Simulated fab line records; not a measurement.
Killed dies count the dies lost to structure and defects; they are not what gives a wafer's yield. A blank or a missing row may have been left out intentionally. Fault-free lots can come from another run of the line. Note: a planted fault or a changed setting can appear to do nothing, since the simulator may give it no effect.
Struck lot and sound lot, side by side / flow gf180mcu / 14 steps out of a route of 602
Sound: wafers L382.1, L382.2, L382.3. The struck wafers were L384.1, L384.2, L384.6. The cause is named last.
Per side, at each step with rows, come the tool, then ch with its chambers, and then its first start. Under that, the readings that differ: sound wafers / struck wafers / difference of the means / sigmas: that difference in standard deviations of wafers without a fault.
alike: readings whose means differ by less than 2 such deviations, and words and numbers that are the same on both sides. not compared: withheld readings, readings that some wafer has no value for, bounds like >300 that may hide the same value, and numbers for which the record gives no deviation and whose values overlap.
Wherever a step has rows on one side only, a row that says differs or no value, or a row with sigmas, the two part there. Numbers that don't overlap but have no deviation are shown without sigmas and don't part them. Lack of a reading on every wafer of one side parts them only where that side has two or more wafers.

GF_POLY_GATE_OVL_MEAS_11:
  sound: overlay-02 at day 10 13:28; struck: overlay-02 at day 11 04:46
  alike: POLY_GATE_OVL
GF_POLY_GATE_ETCH_12: etches BARC in N2/H2.
  sound on rieDiel-04 ch 0,1,2, day 10 13:31; struck on rieDiel-04 ch 1,2,3, day 11 04:49
  alike: drypumpMotorCurrentA, oesProductAu, throttleValvePct
GF_POLY_GATE_ETCH_13: etches poly-Si in HBr/Cl2, stops on SiO2, target depth 198.5 nm, time 69.6 s.
  sound on rieSi-01 ch 0,1,2, day 10 13:34; struck on rieSi-02 ch 0,3, day 11 04:52
  alike: drypumpMotorCurrentA, oesProductAu, throttleValvePct
  not compared: rfHoursCounterH
GF_POLY_GATE_STRIP_14: strips in O2/N2.
  sound on plasmaAsher-01 ch 0,1, day 10 13:37; struck on plasmaAsher-03 ch 0,1, day 11 04:55
  alike: drypumpMotorCurrentA, heaterPowerW, oesProductAu
  not compared: rfHoursCounterH
then, 2 steps without rows for these wafers: GF_POLY_GATE_CLEAN_15 (cleans in SC1/SC2, time 150 s); GF_POLY_GATE_OXIDATION_16 (stabilise 600 s, purge 300 s, target thk 4 nm).
GF_POLY_GATE_THK_MEAS_17:
  sound: filmMetro-03 at day 10 15:01; struck: filmMetro-04 at day 11 07:41
  alike: POLY_GATE_OXIDATION_THK
GF_POLY_GATE_CD_MEAS_18:
  sound: cdSem-01 at day 10 15:04; struck: cdSem-02 at day 11 07:44
  alike: cdNm
then, 4 steps without rows for these wafers: GF_HV_LDD_DEHYDRATE_00 (time 60 s); GF_HV_LDD_HMDS_01 (prime time 60 s); GF_HV_LDD_COAT_02 (resist thk 1000 nm); GF_HV_LDD_SOFTBAKE_03 (time 60 s).
GF_HV_LDD_EXPOSE_04: exposes mask Nplus LV AREA, target cd 400 nm.
  struck on ilineStepper-02, day 11 17:07; sound on ilineStepper-01 ch 0, day 11 00:34
  no value came back on the struck wafers for exposureDoseMJCm2, focusOffsetNm (nm); on the sound wafers exposureDoseMJCm2 reads 139.81 140.07 140.04
  alike: mask
after that, 1 step had no rows for these wafers: GF_HV_LDD_PEB_05.

== WHERE THEY PART ==
GF_HV_LDD_EXPOSE_04 only, going by this record.

WHY: what had been put in by the simulator
Skipped step whole: ilineStepper-02, from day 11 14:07 on, at GF_HV_LDD_EXPOSE_04. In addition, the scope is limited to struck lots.
